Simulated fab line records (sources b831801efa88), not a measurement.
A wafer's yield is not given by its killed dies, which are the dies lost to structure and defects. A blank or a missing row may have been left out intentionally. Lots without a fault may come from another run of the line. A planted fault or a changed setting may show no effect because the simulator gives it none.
Problem report in the 8D (eight disciplines) form, filled by code	flow gf180mcu	the parts of the form that need people (team, actions taken, sign-off) are left out

== 1. THE ISSUE ==
Across 6 wafers from 2 lots, M1_ALCU_RS at GF_M1_RS_MEAS_05 averages 0.0357 ohm/sq, while fault-free wafers read 0.0692 ohm/sq with a standard deviation of 0.00058. That puts it -58 standard deviations away from the usual mean.
The step: measures by four-point-probe.
Earliest sighting: wafer L314.3 on filmMetro-04 at day 23 01:14. At this step, 42 wafers from 14 lots have a number in the record. Rule for "out" (also "out of limits"): further than 4 standard deviations from the usual mean. All remaining wafers that have a number are taken as sound.

== 2. WHAT IT IS; WHAT IT IS NOT ==
question	is	is not
which readings at this step	M1_ALCU_RS	-
which lots	L314, L316	L295, L296, L297, L299, L300, L301, L302, L305, L308, L310, L311, L315
which wafers of those lots	all that have a number	-
read on which gauges	filmMetro-04	filmMetro-02, filmMetro-03
when	from day 23 01:14	up to then (33 sound wafers); but 3 sound wafers of L315 came after

== 3. SUSPECTS, AND WHAT RULES EACH OUT ==
Counting: a tool at any process step up to the reading remains a suspect when it ran all the lots that are out and ran no sound lot after the first of those.
- the gauge at GF_M1_RS_MEAS_05: kept. All the wafers that are out were read on filmMetro-04, and no step on other tools shows them out.
- pvdSputter-02 at GF_M1_SPUTTER_02 (material AlCu, target thk 450 nm, time 23.9 s): kept. It processed each lot that is out, first L314 at day 23 01:07, and no sound lot thereafter; up to then, the last sound lot it processed was L311 at day 22 01:41.
Remaining after the count are pvdSputter-02 at GF_M1_SPUTTER_02 and filmMetro-04 at GF_M1_RS_MEAS_05.

== 4. THE CAUSE (what the simulator had put in) ==
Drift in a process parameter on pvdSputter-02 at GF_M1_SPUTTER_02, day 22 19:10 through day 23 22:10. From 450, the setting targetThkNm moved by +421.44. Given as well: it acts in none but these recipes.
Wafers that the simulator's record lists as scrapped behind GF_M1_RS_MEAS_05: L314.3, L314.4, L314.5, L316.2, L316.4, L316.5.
This tool is one of the 2 suspects left after counting.

== 5. THE EFFECT CHAIN, in route order ==
One row per reading whose mean, taken over the struck wafers that have a number, lies over 3 standard deviations from the usual. Only readings whose record carries a usual standard deviation are examined. hours: median over the lots of the time between each lot's start at the first step of this table that gives one and its start at this step. sigmas: the change, counted in usual standard deviations.
hours	step	reading	usual	on struck wafers	change	sigmas
0	GF_M1_RS_MEAS_05	M1_ALCU_RS	0.0692 ohm/sq	0.0357	-0.0335	-58

== 6. HOW IT WOULD HAVE BEEN CAUGHT EARLIER ==
In this record the first reading out of limits at a measuring or inspecting step was taken at day 23 01:14, 6 hours after the fault began at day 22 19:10.
Tool readings at GF_M1_SPUTTER_02 with a usual standard deviation given in the record: none out on any struck wafer, hence no alarm at a limit of 4 standard deviations on them.
Lots out: 2; of these, L316 started GF_M1_SPUTTER_02 on pvdSputter-02 after day 23 01:14. It would have been spared by a hold on the tool at that moment.
